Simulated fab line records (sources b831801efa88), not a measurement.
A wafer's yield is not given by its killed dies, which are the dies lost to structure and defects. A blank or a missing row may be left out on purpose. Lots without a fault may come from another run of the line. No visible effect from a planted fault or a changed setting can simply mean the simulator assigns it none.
Chamber matching | flow gf180mcu | GF_CONTACT_ETCH_16 on rie_diel-02 has 4 sister chambers
The step etches BARC in N2/H2. 4 wafers are shown with their chamber, then 12 later ones without.

== EACH WAFER AND ITS CHAMBER ==
wafer  | chamber | drypump_motor_current_A (A)
L081.4 | 3       | 6.6
L084.2 | 0       | 5.9
L086.5 | 1       | 6.4
L086.6 | 2       | 6.4

== WAFERS WITH NO CHAMBER GIVEN ==
wafer  | drypump_motor_current_A (A)
L087.1 | 6.5
L087.3 | 6.6
L087.6 | 6.4
L088.1 | 6.6
L088.2 | 5.9
L088.4 | 6.4
L095.4 | 6.6
L095.5 | 6.6
L095.6 | 6.4
L096.2 | 6.6
L096.4 | 6.4
L096.6 | 5.9

== CHAMBER TAKEN BY EACH ==
wafer  | from the rows above          | in truth
L087.1 | can't be placed: 1 or 2 or 3 | 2
L087.3 | 3                            | 3
L087.6 | can't be placed: 1 or 2      | 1
L088.1 | 3                            | 3
L088.2 | 0                            | 0
L088.4 | can't be placed: 1 or 2      | 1
L095.4 | 3                            | 3
L095.5 | 3                            | 3
L095.6 | can't be placed: 1 or 2      | 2
L096.2 | 3                            | 3
L096.4 | can't be placed: 1 or 2      | 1
L096.6 | 0                            | 0
Placed correctly: 7 of 12. Unplaceable from these rows: 5, with the true chamber sitting among the candidates in 5. Number placed wrongly: 0.
How it was worked out, from the rows above alone: a wafer's distance from a chamber is the root of the sum, over the readings, of the square of ((its reading less the chamber's mean) divided by the reading's scatter). The wafer belongs to the nearest chamber; if the next one is less than 2 further off, it can't be placed. A chamber's mean is the mean of its shown wafers. The scatter (one wafer shown for each chamber): square how far every hidden wafer sits from the nearest shown wafer, average those squares and take the square root.
